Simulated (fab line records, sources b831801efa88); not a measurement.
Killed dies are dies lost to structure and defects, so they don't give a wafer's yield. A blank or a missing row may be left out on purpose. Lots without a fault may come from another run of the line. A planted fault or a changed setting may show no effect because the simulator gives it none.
One fault seen from 2 desks | flow gf180mcu | each desk has only its own numbers; what lay behind them comes last

THE TOOL OWNER'S DESK: litho_track-01
The tool's own readings at GF_V3_SOFTBAKE_10 (time 60 s): means of the sampled wafers that have a number, for each lot that ran on this tool. A lot is out of limits, marked OUT, if its mean lies more than 4 standard deviations from the usual mean; the brackets give that distance.
Columns: A = heater_power_total_W at GF_V3_SOFTBAKE_10, usual 93.05 W; B = plate_temp_C at GF_V3_SOFTBAKE_10, usual 129.99 C
lot  | first seen here | A               | B
L323 | day 23 21:00    | 92.97           | 130.09
L328 | day 25 11:00    | 94.72 (+27) OUT | 131.52 (+11) OUT
L331 | day 26 16:00    | 94.73 (+27) OUT | 131.65 (+12) OUT
This desk's finding: out of limits on L328, L331; first on L328, day 25 11:00 (heater_power_total_W at GF_V3_SOFTBAKE_10). In limits: L323.

THE METROLOGY DESK
What the gauges read, lot by lot, whatever tool the lot ran on: means of the sampled wafers that have a number. A lot is out of limits, marked OUT, if its mean lies more than 4 standard deviations from the usual mean; the brackets give that distance.
Columns: A = M3_ALCU_THK at GF_M3_THK_MEAS_06, usual 437 nm; B = cd_nm at GF_V3_CD_MEAS_14, usual 259.8 nm
lot  | first seen here | A   | B
L318 | day 20 04:22    | 435 | 260.0
L319 | day 20 23:33    | 434 | 262.0
L321 | day 21 16:12    | 435 | 261.6
L323 | day 22 09:47    | 446 | 260.2
L327 | day 23 18:55    | 446 | 260.6
L328 | day 24 02:01    | 440 | 264.1
L331 | day 25 07:55    | 443 | 263.9
L335 | day 26 09:13    | 424 | 261.3
L336 | day 26 19:15    | 432 | 260.2
L337 | day 27 06:26    | 440 | 258.7
L340 | day 27 22:28    | 434 | 259.5
L341 | day 28 07:38    | 444 | 261.6
This desk's finding: nothing out of limits on any of the 12 lots.

PUT TOGETHER
The tool owner's desk could have raised an alarm at day 25 11:00, on L328, L331.
The metrology desk saw nothing out of limits.
The metrology desk has L328, L331 on record, within its limits.
Of the lots named, all ran GF_V3_SOFTBAKE_10 on litho_track-01.

WHAT THE SIMULATOR HAD PUT IN
Process parameter drift: litho_track-01, from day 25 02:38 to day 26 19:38, at GF_V3_SOFTBAKE_10. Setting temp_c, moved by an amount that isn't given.
Lots struck among those shown: L328, L331.
Hours from the fault's start to each desk's first reading out of limits: the tool owner's desk, 8.
